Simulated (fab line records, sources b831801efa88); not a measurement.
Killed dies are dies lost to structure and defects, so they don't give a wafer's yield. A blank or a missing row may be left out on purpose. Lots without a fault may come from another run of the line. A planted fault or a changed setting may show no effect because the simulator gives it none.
A struck lot beside a sound one | flow gf180mcu | 20 steps out of a route of 602
Sound: wafers L335.1, L335.5, L335.6. Struck: wafers L341.1, L341.4, L341.6. The cause comes at the end.
At each step with rows: each side's tool, then ch and its chambers, then its first start. Under that, the readings that differ: sound wafers | struck wafers | difference of the means | sigmas: that difference in standard deviations of wafers without a fault.
alike: readings whose means differ by less than 2 such deviations, and words and numbers that are the same on both sides. not compared: withheld readings, readings that some wafer has no value for, bounds like >300 that may hide the same value, and numbers for which the record gives no deviation and whose values overlap.
The two part at a step that has a row with sigmas, a row that says differs or no value, or rows on one side only. Numbers that don't overlap but have no deviation are shown without sigmas and don't part them. A reading that every wafer of one side lacks parts them only if that side has two wafers or more.

first, 1 step without rows for these wafers: GF_V2_CVD_00 (deposits SiO2, target thk 600 nm, time 100 s).
GF_V2_THK_MEAS_01:
  sound on film_metro-04, day 19 21:07; struck on film_metro-04, day 22 02:36
  reading            | sound       | struck      | difference | sigmas
  V2_CVD_00_THK (nm) | 599 596 594 | 615 604 614 | +15        | +2
GF_V2_CVD_02: deposits SiO2 from TEOS, target thk 850 nm, time 94.851 s.
  sound on pecvd-01 ch 0,1,2, day 19 21:11; struck on pecvd-01 ch 0,2, day 22 02:40
  alike: heater_power_w
GF_V2_THK_MEAS_03:
  sound on film_metro-01, day 19 21:15; struck on film_metro-02, day 22 02:44
  alike: V2_CVD_02_THK
GF_V2_CMP_04: polishes SiO2.
  sound on cmp-02 ch 0,3, day 19 22:14; struck on cmp-01 ch 1,2,3, day 22 02:53
  alike: motor_current_A, time_to_endpoint_s
GF_V2_BOW_MEAS_05:
  sound on film_metro-01, day 19 22:29; struck on film_metro-04, day 22 03:11
  alike: V2_BOW
then, 4 steps without rows for these wafers: GF_V2_DEHYDRATE_06 (time 60 s); GF_V2_HMDS_07 (prime time 60 s); GF_V2_COAT_08; GF_V2_COAT_09 (resist thk 1000 nm).
GF_V2_SOFTBAKE_10: time 61.03 s.
  sound on litho_track-04 ch 0; struck on litho_track-02 ch 0
  alike: plate_sensor_t_centre_C, plate_sensor_t_edge_C
then, 1 step without rows for these wafers: GF_V2_EXPOSE_11 (exposes mask Via2, target cd 260 nm).
GF_V2_PEB_12: peb time 90 s.
  sound on litho_track-04 ch 0, day 20 22:41; struck on litho_track-03 ch 0, day 23 02:22
  alike: plate_temp_C
then, 1 step without rows for these wafers: GF_V2_DEVELOP_13 (develop time 60 s).
GF_V2_CD_MEAS_14: target cd 260 nm.
  sound on cd_sem-01, day 20 23:02; struck on cd_sem-02, day 23 02:43
  reading    | sound             | struck            | difference | sigmas
  cd_nm (nm) | 259.9 259.0 258.6 | 270.9 271.2 270.4 | +11.7      | +8
GF_V2_OVL_MEAS_15:
  sound on overlay-02, day 20 23:09; struck on overlay-01, day 23 02:50
  alike: V2_OVL
GF_V2_ETCH_16: etches BARC in N2/H2.
  sound on rie_diel-04 ch 1,2, day 20 23:11; struck on rie_diel-01 ch 0,1,2, day 23 02:52
  reading             | sound             | struck            | difference | sigmas
  model.V2.cd_nm (nm) | 258.9 258.7 258.5 | 270.9 271.5 271.9 | +12.7      |
  alike: drypump_motor_current_A, oes_product_au, throttle_valve_pct
GF_V2_ETCH_17: etches SiO2 in C4F8/O2/Ar, stops on TiN, target depth 630 nm.
  sound on rie_diel-04 ch 1,2; struck on rie_diel-01 ch 0,1,2
  reading             | sound             | struck            | difference | sigmas
  model.V2.cd_nm (nm) | 260.2 260.1 259.1 | 270.7 271.4 271.4 | +11.4      |
  alike: oes_product_au
GF_V2_STRIP_18: strips in O2/N2.
  sound on plasma_asher-03 ch 0,1, day 20 23:19; struck on plasma_asher-02 ch 0,1, day 23 02:59
  alike: drypump_motor_current_A, heater_power_w, o2_flow_sccm, oes_product_au
  not compared: rf_hours_counter_h
then, 1 step without rows for these wafers: GF_PASSIVATION_PROBE_99.

WHERE THEY PART
First at GF_V2_THK_MEAS_01; last, within this record, at GF_V2_CD_MEAS_14. Later steps at which nothing parts them and some readings are alike: GF_V2_OVL_MEAS_15, GF_V2_ETCH_16, GF_V2_ETCH_17, GF_V2_STRIP_18.

WHY: what the simulator had put in
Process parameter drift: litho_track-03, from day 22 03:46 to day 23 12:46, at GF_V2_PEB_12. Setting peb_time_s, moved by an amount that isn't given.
